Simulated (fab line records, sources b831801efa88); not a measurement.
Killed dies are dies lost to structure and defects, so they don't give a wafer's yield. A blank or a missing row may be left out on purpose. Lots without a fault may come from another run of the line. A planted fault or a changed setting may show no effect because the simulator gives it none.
A struck lot beside a sound one | flow sky130 | 15 steps out of a route of 708
Sound: wafers L891.2, L891.3, L891.4. Struck: wafers L894.1, L894.2, L894.5. The cause comes at the end.
At each step with rows: each side's tool, then ch and its chambers, then its first start. Under that, the readings that differ: sound wafers | struck wafers | difference of the means | sigmas: that difference in standard deviations of wafers without a fault.
alike: readings whose means differ by less than 2 such deviations, and words and numbers that are the same on both sides. not compared: withheld readings, readings that some wafer has no value for, bounds like >300 that may hide the same value, and numbers for which the record gives no deviation and whose values overlap.
The two part at a step that has a row with sigmas, a row that says differs or no value, or rows on one side only. Numbers that don't overlap but have no deviation are shown without sigmas and don't part them. A reading that every wafer of one side lacks parts them only if that side has two wafers or more.

SKY_VIA1_OVL_MEAS_13:
  sound on overlay-02, day 39 00:34; struck on overlay-01, day 39 19:31
  alike: VIA1_OVL
SKY_VIA1_ETCH_14: etches BARC in N2/H2, stops on SiO2, time 45.9 s, target depth 60 nm.
  sound on rie_diel-01 ch 0,1,3, day 39 00:36; struck on rie_diel-01 ch 0,1,3, day 39 19:33
  alike: chamber_pressure_mTorr, drypump_motor_current_A, oes_product_au, throttle_valve_pct
  not compared: rf_hours_counter_h
SKY_VIA1_ETCH_15: etches SiO2 in C4F8/O2/Ar, stops on TiN, target depth 351 nm, time 54 s.
  sound on rie_diel-01 ch 0,1,3, day 39 00:38; struck on rie_diel-01 ch 0,1,3, day 39 19:36
  alike: chamber_pressure_mTorr, oes_product_au
  not compared: rf_hours_counter_h
SKY_VIA1_STRIP_16: strips in O2/N2.
  sound on plasma_asher-01 ch 0,1, day 39 00:41; struck on plasma_asher-02 ch 0,1, day 39 19:38
  alike: chamber_pressure_mTorr, drypump_motor_current_A, o2_flow_sccm, oes_product_au, strip_time_to_endpoint_s
  not compared: rf_hours_counter_h
then, 4 steps without rows for these wafers: SKY_VIA1_STRIP_17 (strips in post etch residue remover, time 1200 s); SKY_VIA1_CLEAN_18 (cleans in IPA, time 180 s); SKY_VIA1_CLEAN_19 (cleans in O3/DIW); SKY_VIA1_SPUTTER_20 (material TiN, target thk 20 nm, time 80 s).
SKY_VIA1_CVD_21: deposits W, target thk 270 nm, time 80.902 s.
  sound on cvd_w-02 ch 0,1, day 39 01:22; struck on cvd_w-01 ch 0,1, day 39 20:23
  alike: chamber_pressure_Torr, heater_power_w
  not compared: since_wet_clean_h
SKY_VIA1_RS_MEAS_22: measures by four-point-probe.
  sound on film_metro-04, day 39 01:29; struck on film_metro-04, day 39 20:28
  alike: VIA1_W_RS
SKY_VIA1_THK_MEAS_23: measures by xrf.
  sound on film_metro-04, day 39 01:35; struck on film_metro-04, day 39 20:35
  alike: VIA1_W_THK
then, 1 step without rows for these wafers: SKY_VIA1_CMP_24 (polishes, stops on SiO2, t overpolish 15 s, target thk 0 nm).
SKY_METAL2_SPUTTER_00: material Ti, target thk 15 nm, time 10 s.
  sound on pvd_sputter-01, day 39 01:56; struck on pvd_sputter-01, day 39 20:57
  no value came back on the struck wafers for cathode_dc_power_W (W), chamber_pressure_pa (Pa), throttle_valve_pct (%); on the sound wafers cathode_dc_power_W (W) reads 3001.0 3000.8 3000.8
SKY_METAL2_SPUTTER_01: material TiN, target thk 20 nm, time 16.7 s.
  sound on pvd_sputter-01, day 39 01:58; struck on pvd_sputter-01, day 39 20:58
  alike: cathode_dc_power_W, chamber_pressure_pa, throttle_valve_pct
-- the record jumps here: 10 days lie between the struck wafers' starts before and after (it left off in module METAL2 and takes up again in module PAD_OPEN, whose first step shown is number 708 of the route) --
SKY_PAD_OPEN_PROBE_99:
  sound on prober-02, day 49 13:09; struck on prober-01, day 50 03:32
  reading                       | sound             | struck            | difference | sigmas
  model.etest.via1_chain.rc_ohm | 15.93 16.01 15.89 | 18.99 17.22 18.39 | +2.26      |
  alike: defect_limited_yield, killed_at_M0_to_M3, killed_at_M4_up, killed_at_contacts, killed_at_front_end, killed_at_other, killed_dies, killed_on_rim, killed_open, killed_short, sort_bin_3_pad_short, sort_bin_5_function, sort_bin_6_memory, sort_n_pass, sort_yield_pct

WHERE THEY PART
Only at SKY_METAL2_SPUTTER_00, within this record. Later steps at which nothing parts them and some readings are alike: SKY_METAL2_SPUTTER_01, SKY_PAD_OPEN_PROBE_99.

WHY: what the simulator had put in
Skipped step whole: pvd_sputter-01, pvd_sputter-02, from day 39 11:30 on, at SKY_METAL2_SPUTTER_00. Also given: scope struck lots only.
